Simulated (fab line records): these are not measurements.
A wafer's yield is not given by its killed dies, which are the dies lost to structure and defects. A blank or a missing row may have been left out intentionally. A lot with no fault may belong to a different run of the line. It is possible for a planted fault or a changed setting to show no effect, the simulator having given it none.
Comparing a struck lot with a sound one	flow sfq_line	42 steps out of a route of 325
Sound: the wafers L183.3, L183.4, L183.6. Struck: wafer L189.4. (L189.2, L189.5 of the same lot were not struck and are left out.) The cause comes at the end.
Per side, at each step with rows, come the tool, then ch with its chambers, and then its first start. Under that, the readings that differ: sound wafers	struck wafers	difference of the means	sigmas: that difference in standard deviations of wafers without a fault.
alike: same words and numbers on both sides, and readings whose means sit less than 2 such deviations apart. not compared: any withheld reading, any reading some wafer has no value for, any bound like >300 that may hide the same value, and any number with overlapping values for which the record gives no deviation.
A row with sigmas, a row that says differs or no value, or rows on one side alone: a step with any of these is where the two part. When numbers do not overlap yet have no deviation, they are printed without sigmas and do not part them. A reading that every wafer of one side lacks parts them only if that side has two wafers or more.

first, 3 steps without rows for these wafers: SFQ_TRILAYER_I4_VIA_LITHO_EXPOSE_104 (exposes mask I4, target cd 700 nm); SFQ_TRILAYER_I4_VIA_LITHO_PEB_106 (peb time 60 s); SFQ_TRILAYER_I4_VIA_LITHO_DEVELOP_105 (time 60 s).
SFQ_I4_OVL_MEAS_928:
  sound on overlay-01, day 47 07:35; struck on overlay-01, day 50 09:17
  alike: I4_OVL
then, 8 steps without rows for these wafers: SFQ_TRILAYER_I4_VIA_BARC_OPEN_VIA_ETCH_146 (etches BARC in O2, target depth 125 nm, time 41.7 s); SFQ_TRILAYER_I4_VIA_ETCH_VIA_ETCH_106 (etches SiO2 in CHF3, stops on Nb, target depth 260 nm); SFQ_TRILAYER_I4_VIA_STRIP_STRIP_107 (strips in O2); SFQ_TRILAYER_I4_VIA_STRIP_SOLV_CLEAN_108 (cleans in NMP, time 600 s); SFQ_TRILAYER_JJ_TRILAYER_DEP_PRE_CLEAN_113 (time 22.5 s); SFQ_TRILAYER_JJ_TRILAYER_DEP_SPUTTER_109 (material Nb, target thk 150 nm, time 100 s); SFQ_TRILAYER_JJ_TRILAYER_DEP_SPUTTER_110 (material Al, target thk 8 nm, time 10 s); SFQ_TRILAYER_JJ_TRILAYER_DEP_AL_OXIDATION_111 (oxidation time 600 s).
SFQ_TRILAYER_JJ_TRILAYER_DEP_SPUTTER_112: material Nb, target thk 170 nm, time 113.3 s.
  sound on pvd_sputter-05, day 47 09:40; struck on pvd_sputter-05, day 50 11:58
reading	sound	struck	difference	sigmas
model.Nb_of_TRILAYER_JJ_TRILAYER_DEP_SPUTTER_112.thk_nm (nm)	171.8 170.3 170.8	152.5	-18.5	
  alike: throttle_valve_pct
SFQ_JJ_RS_MEAS_929: a four-point-probe measurement.
  sound on film_metro-01, day 47 09:47; struck on film_metro-03, day 50 12:04
reading	sound	struck	difference	sigmas
JJ_NB_RS (ohm/sq)	1.037 1.049 1.042	1.168	+0.125	+13
then, 6 steps without rows for these wafers: SFQ_TRILAYER_JJ_CE_LITHO_COAT_119 (resist thk 62 nm); SFQ_TRILAYER_JJ_CE_LITHO_COAT_114 (resist thk 600 nm); SFQ_TRILAYER_JJ_CE_LITHO_SOFTBAKE_118; SFQ_TRILAYER_JJ_CE_LITHO_EXPOSE_115 (exposes mask J5, target cd 700 nm); SFQ_TRILAYER_JJ_CE_LITHO_PEB_117 (peb time 60 s); SFQ_TRILAYER_JJ_CE_LITHO_DEVELOP_116 (time 60 s).
-- the record jumps here: 5 days lie between the struck wafers' starts before and after --
SFQ_JJ_OVL_MEAS_931:
  sound on overlay-01, day 52 09:19; struck on overlay-02, day 55 17:43
  alike: J5_OVL
then, 2 steps without rows for these wafers: SFQ_TRILAYER_JJ_CE_METRO_MEASURE_117; SFQ_TRILAYER_JJ_CE_BARC_OPEN_RIE_150 (chemistry O2, target BARC, target depth 240 nm, time 80 s).
SFQ_TRILAYER_JJ_CE_ETCH_RIE_118: chemistry SF6, target Nb, stops on Al2O3, time 97.7 s, target depth 170 nm.
  sound on rie_metal-02 ch 0,1, day 52 10:41; struck on rie_metal-02 ch 0, day 55 19:02
reading	sound	struck	difference	sigmas
oes_product_au (a.u.)	0.985 0.987 0.987	0.929	-0.057	-9
  alike: drypump_motor_current_A
  not compared: rf_hours_counter_h
next, for these wafers, 1 step has no rows: SFQ_TRILAYER_JJ_ANODIZE_ANODIZE_119.
SFQ_TRILAYER_JJ_CE_STRIP_STRIP_120: strips in O2.
  sound on rie_metal-01 ch 0,1, day 52 11:27; struck on rie_metal-04 ch 1, day 55 19:39
  alike: drypump_motor_current_A, oes_product_au
  not compared: rf_hours_counter_h
then, 7 steps without rows for these wafers: SFQ_TRILAYER_JJ_CE_STRIP_SOLV_CLEAN_121 (cleans in NMP, time 600 s); SFQ_TRILAYER_M5_LITHO_COAT_128 (resist thk 62 nm); SFQ_TRILAYER_M5_LITHO_COAT_123 (resist thk 600 nm); SFQ_TRILAYER_M5_LITHO_SOFTBAKE_127; SFQ_TRILAYER_M5_LITHO_EXPOSE_124 (exposes mask M5, target cd 700 nm); SFQ_TRILAYER_M5_LITHO_PEB_126 (peb time 60 s); SFQ_TRILAYER_M5_LITHO_DEVELOP_125 (time 60 s).
-- the record jumps here: 5 days lie between the struck wafers' starts before and after --
SFQ_M5_OVL_MEAS_932:
  sound on overlay-02, day 58 02:22; struck on overlay-01, day 61 04:38
  alike: M5_OVL
then, 1 step without rows for these wafers: SFQ_TRILAYER_M5_BARC_OPEN_METAL_ETCH_161 (etches BARC in O2, target depth 125 nm, time 41.7 s).
SFQ_TRILAYER_M5_ETCH_METAL_ETCH_126: etches Nb in Cl2/BCl3, stops on SiO2, time 203.2 s, target depth 265 nm.
  sound on rie_metal-02 ch 0,1, day 58 02:31; struck on rie_metal-01 ch 0, day 61 04:44
  alike: drypump_motor_current_A, oes_product_au
  not compared: rf_hours_counter_h
SFQ_TRILAYER_M5_STRIP_STRIP_127: strips in O2.
  sound on rie_metal-02 ch 0,1, day 58 02:51; struck on rie_metal-01 ch 0, day 61 04:55
  alike: drypump_motor_current_A, oes_product_au
  not compared: rf_hours_counter_h
then, 1 step without rows for these wafers: SFQ_TRILAYER_M5_STRIP_SOLV_CLEAN_128 (cleans in NMP, time 600 s).
SFQ_TRILAYER_A5B_DEP_PECVD_129: deposits SiO2 from SiH4/N2O, time 133.33 s, target thk 600 nm.
  sound on pecvd-01 ch 0,1, day 58 03:26; struck on pecvd-01 ch 0, day 61 05:42
  alike: heater_power_w, throttle_valve_pct
then, 1 step without rows for these wafers: SFQ_TRILAYER_A5B_CMP_CMP_130 (polishes, stops on Nb, target thk 340.7 nm).
SFQ_TRILAYER_A5B_METRO_MEASURE_131:
  sound on film_metro-01, day 58 09:14; struck on film_metro-02, day 61 08:59
  alike: thk_nm
-- the record jumps here: 5 days lie between the struck wafers' starts before and after --
SFQ_TRILAYER_R5_ETCH_METAL_ETCH_139: etches the open film in Cl2, stops on SiO2, target depth 60 nm, time 40 s.
  sound on rie_metal-04 ch 0,1, day 63 14:28; struck on rie_metal-03 ch 0, day 66 06:29
reading	sound	struck	difference	sigmas
model.Nb_of_TRILAYER_JJ_TRILAYER_DEP_SPUTTER_112.thk_nm (nm)	161.8 160.2 160.7	142.5	-18.4	
  alike: drypump_motor_current_A, oes_product_au
  not compared: rf_hours_counter_h

WHERE THEY PART
Earliest at SFQ_JJ_RS_MEAS_929; latest, in this record, at SFQ_TRILAYER_JJ_CE_ETCH_RIE_118. Later steps at which nothing parts them and some readings are alike: SFQ_TRILAYER_JJ_CE_STRIP_STRIP_120, SFQ_M5_OVL_MEAS_932, SFQ_TRILAYER_M5_ETCH_METAL_ETCH_126, SFQ_TRILAYER_M5_STRIP_STRIP_127, SFQ_TRILAYER_A5B_DEP_PECVD_129, SFQ_TRILAYER_A5B_METRO_MEASURE_131, SFQ_TRILAYER_R5_ETCH_METAL_ETCH_139.

WHY: the cause the simulator had injected
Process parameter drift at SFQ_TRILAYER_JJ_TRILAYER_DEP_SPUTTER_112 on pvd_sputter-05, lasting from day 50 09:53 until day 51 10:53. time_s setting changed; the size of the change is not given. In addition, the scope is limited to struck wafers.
